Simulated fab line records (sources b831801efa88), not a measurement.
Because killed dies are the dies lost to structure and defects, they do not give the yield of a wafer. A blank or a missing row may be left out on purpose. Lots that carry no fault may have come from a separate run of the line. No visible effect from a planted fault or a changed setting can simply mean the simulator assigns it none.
The same fault as seen by 2 desks    flow sky130    what lay behind the numbers comes last; until then each desk has only its own

## FROM THE METROLOGY DESK
What the gauges read for every lot (on any tool): the sampled wafers with a number, averaged. Marked OUT: a lot whose mean sits more than 4 standard deviations from the usual mean, which makes it out of limits; the brackets give that distance.
Columns: A = LDD_P_OVL at SKY_LDD_P_OVL_MEAS_08, usual 0.3 nm; B = SD_P_TW at SKY_SD_P_TW_MEAS_11, usual 2837; C = SD_N_TW at SKY_SD_N_TW_MEAS_12, usual 3985; D = SD_P_RS at SKY_SD_N_RS_MEAS_17, usual 147.2 ohm/sq
lot   first seen here  A     B     C     D
L873  day 20 02:04     1.7   2847  4029  146.8
L874  day 20 14:16     -1.8  2880  3965  147.0
L885  day 24 11:52     1.4   2776  3979  148.6 (+4.1) OUT
L884  day 24 12:31     -0.8  2803  3981  148.6 (+4.3) OUT
L886  day 24 20:19     1.6   2811  3950  147.2
L887  day 25 08:01     -1.1  2874  3960  147.4
L888  day 25 21:52     0.6   2840  4009  146.8
L889  day 26 03:40     0.5   2835  3999  147.1
L890  day 26 09:46     1.2   2808  4024  147.4
L891  day 26 16:26     3.0   2835  4013  146.8
L893  day 27 15:03     0.4   2847  3958  146.7
Finding of this desk: L884, L885 out of limits, first seen on L885 at day 33 02:07 (SD_P_RS at SKY_SD_N_RS_MEAS_17). In limits: L873, L874, L886, L887, L888, L889, L890, L891, L893.

## TOOL OWNER'S DESK, implanter-02
For each lot that ran on this tool, the mean over its sampled wafers that have a number, from the tool's own readings at SKY_SD_P_IMPLANT_09. Marked OUT: a lot whose mean sits more than 4 standard deviations from the usual mean, which makes it out of limits; the brackets give that distance.
Columns: A = end-station-pressure-torr at SKY_SD_P_IMPLANT_09, usual 1.47e-05 Torr
lot   first seen here  A
L873  day 26 11:13     1.44e-05
L885  day 30 17:40     1.41e-05
L884  day 30 18:56     1.39e-05
L893  day 33 14:02     1.42e-05
This desk's finding: nothing out of limits on any of the 4 lots.

## PUT TOGETHER
L884, L885 would have let the metrology desk raise an alarm at day 33 02:07.
The tool owner's desk saw nothing out of limits.
The tool owner's desk has L884, L885 on record, within its limits.
The lots listed all ran SKY_SD_P_IMPLANT_09 on implanter-02.

## WHAT THE SIMULATOR HAD PUT IN
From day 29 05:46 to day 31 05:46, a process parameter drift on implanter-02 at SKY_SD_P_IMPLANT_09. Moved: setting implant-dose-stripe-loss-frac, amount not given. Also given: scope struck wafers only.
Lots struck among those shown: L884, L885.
Hours from the fault's start to each desk's first reading out of limits: the metrology desk, 92.
